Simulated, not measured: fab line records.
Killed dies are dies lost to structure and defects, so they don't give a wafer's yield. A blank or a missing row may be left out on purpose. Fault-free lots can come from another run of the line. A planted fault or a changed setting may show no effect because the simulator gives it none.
Comparing a struck lot with a sound one :: flow sky130 :: 17 steps out of a route of 708
Sound: these wafers, L742.2, L742.5, L742.6. Struck: wafers L749.1, L749.5, L749.6. At the end, the cause is stated.
At each step with rows: each side's tool, then ch and its chambers, then its first start. Under that, the readings that differ: sound wafers :: struck wafers :: difference of the means :: sigmas: that difference in standard deviations of wafers without a fault.
alike: readings whose means differ by less than 2 such deviations, and words and numbers that are the same on both sides. not compared: withheld readings, readings that some wafer has no value for, bounds like >300 that may hide the same value, and numbers for which the record gives no deviation and whose values overlap.
Wherever a step has rows on one side only, a row that says differs or no value, or a row with sigmas, the two part there. Numbers that don't overlap but have no deviation are shown without sigmas and don't part them. A reading missing from all wafers of one side parts the sides only when that side holds two or more wafers.

SKY_LDD_HVN_OVL_MEAS_07:
  sound on overlay-01 at day 21 06:29; struck on overlay-02 at day 23 10:54
  alike: LDD_HVN_OVL
following that, these wafers have no rows for 1 step: SKY_LDD_HVN_IMPLANT_08.
SKY_LDD_HVN_STRIP_09: strips in O2/N2.
  sound on plasma asher-03 ch 0,1, day 21 06:40; struck on plasma asher-02 ch 0,1, day 23 11:05
  alike: drypump motor current A, oes product au, strip time to endpoint s
  not compared: rf hours counter h
SKY_LDD_HVN_TW_MEAS_10:
  sound on film metro-01 at day 21 06:46; struck on film metro-02 at day 23 11:11
  alike: LDD_HVN_TW
then, 7 steps without rows for these wafers: SKY_LDD_HVP_DEHYDRATE_00 (time 60 s); SKY_LDD_HVP_HMDS_01 (prime time 60 s); SKY_LDD_HVP_COAT_02 (resist thk 300 nm); SKY_LDD_HVP_SOFTBAKE_03 (time 60 s); SKY_LDD_HVP_EXPOSE_04 (exposes mask HVPTM, target cd 700 nm); SKY_LDD_HVP_PEB_05; SKY_LDD_HVP_DEVELOP_06 (develop time 60 s).
SKY_LDD_HVP_OVL_MEAS_07:
  sound on overlay-01 at day 22 12:44; struck on overlay-01 at day 24 17:11
  alike: LDD_HVP_OVL
SKY_LDD_HVP_IMPLANT_08:
  sound on implanter-04 ch 0, day 22 12:47; struck on implanter-02 ch 0, day 24 17:13
reading: dose ions cm2
sound: 1.7016e+13 1.7018e+13 1.7017e+13
struck: 1.4632e+13 1.4663e+13 1.4662e+13
difference: -2.3647e+12
sigmas: -99 or more

reading: faraday current uA
sound: 96.6 94.3 94.7
struck: 82.7 82.9 83.3
difference: -12.2
sigmas: -6
SKY_LDD_HVP_STRIP_09: strips in O2/N2.
  sound on plasma asher-04 ch 0,1, day 22 12:55; struck on plasma asher-02 ch 0,1, day 24 17:22
  alike: drypump motor current A, oes product au, strip time to endpoint s
  not compared: rf hours counter h
SKY_LDD_HVP_TW_MEAS_10:
  sound on film metro-02 at day 22 13:02; struck on film metro-02 at day 24 17:28
reading: LDD_HVP_TW
sound: 459.4 458.4 458.2
struck: 440.3 439.1 438.4
difference: -19.4
sigmas: -10
then, 1 step without rows for these wafers: SKY_LDD_LDN_DEHYDRATE_00 (time 60 s).
-- a jump in the record: the struck wafers' starts before and after are 23 days apart (it breaks off in module LDD_LDN and resumes in module PAD_OPEN, where the first step shown is number 708 of the route) --
SKY_PAD_OPEN_PROBE_99:
  sound on prober-01 at day 46 10:50; struck on prober-02 at day 47 22:56
reading: model.etest.tip_p_5v.rs ohm sq
sound: 2854 2875 2898
struck: 3198 3242 3244
difference: +352
sigmas: 
  alike: killed_at_M0_to_M3, killed_at_M4_up, killed at contacts, killed at front end, killed at other, killed dies, killed open, killed short

== WHERE THEY PART ==
Earliest at SKY_LDD_HVP_IMPLANT_08; latest, in this record, at SKY_LDD_HVP_TW_MEAS_10. Later steps at which nothing parts them and some readings are alike: SKY_PAD_OPEN_PROBE_99.

WHY: what had been put in by the simulator
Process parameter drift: implanter-02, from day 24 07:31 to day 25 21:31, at SKY_LDD_HVP_IMPLANT_08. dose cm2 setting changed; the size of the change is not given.
